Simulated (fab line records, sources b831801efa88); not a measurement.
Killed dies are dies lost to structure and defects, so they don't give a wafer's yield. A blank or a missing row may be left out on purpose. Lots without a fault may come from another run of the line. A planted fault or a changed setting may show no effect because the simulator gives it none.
Problem report in the 8D (eight disciplines) form, filled by code | flow gf180mcu | the parts of the form that need people (team, actions taken, sign-off) are left out

1. THE PROBLEM
run_length_s at GF_SAB_WET_ETCH_12 reads a mean of 520 s on 6 wafers of 2 lots; wafers without a fault read 467 s with a standard deviation of 3.3. That is +16 standard deviations from the usual mean.
The step: etches SiO2 in dHF, target depth 22 nm, time 440 s.
First seen on wafer L855.1, day 20 12:18, on wet_bench-03. The record holds 42 wafers of 14 lots with a number at this step. Rule for "out", or "out of limits": more than 4 standard deviations from the usual mean. The other wafers with a number count as sound.

2. WHAT IT IS AND WHAT IT IS NOT
question                    | is                     | is not
which readings at this step | run_length_s           | -
which lots                  | L855, L859             | L841, L842, L843, L844, L845, L847, L852, L853, L857, L858, L863, L864
which wafers of those lots  | all that have a number | -
read on which tools         | wet_bench-03           | wet_bench-01, wet_bench-04
when                        | from day 20 12:18      | up to then (24 sound wafers); but 12 sound wafers of L857, L858, L863, L864 came after

3. SUSPECTS, AND WHAT RULES EACH OUT
Counting: a tool at a process step up to the reading stays a suspect if it ran every lot that is out and no sound lot after the first of them.
- wet_bench-03 at GF_SAB_WET_ETCH_12 (etches SiO2 in dHF, target depth 22 nm, time 440 s): kept. It ran every lot that is out, first L855 (day 20 12:18), and no sound lot after that; its last sound lot up to then is L853 (day 19 13:28). Its own readings are out on those wafers: run_length_s.
Left after counting: wet_bench-03 at GF_SAB_WET_ETCH_12.

4. THE CAUSE (what the simulator had put in)
Process parameter drift: wet_bench-03, from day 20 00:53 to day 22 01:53, at GF_SAB_WET_ETCH_12. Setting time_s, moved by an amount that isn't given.
Counting left only this tool.

5. THE CHAIN OF EFFECTS, in route order
Each row: a reading whose mean over the struck wafers that have a number lies more than 3 standard deviations from the usual. Only readings for which the record gives a usual standard deviation are gone through. hours: the time from each lot's start at the first step in this table that gives one to its start at this step, as a median over the lots. sigmas: the change in usual standard deviations.
hours | step               | reading      | usual | on struck wafers | change | sigmas
0     | GF_SAB_WET_ETCH_12 | run_length_s | 467 s | 520              | +54    | +16
The process steps in it:
- GF_SAB_WET_ETCH_12: etches SiO2 in dHF, target depth 22 nm, time 440 s.
Later measuring or inspecting steps at which every struck wafer that the step has a row for has a number for every such reading, and none has moved that far: GF_V1_OVL_MEAS_15, GF_V2_THK_MEAS_01.

6. WHAT WOULD HAVE CAUGHT IT SOONER
In this record the first reading out of limits was taken at day 20 12:18, 11 hours after the fault began at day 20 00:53.
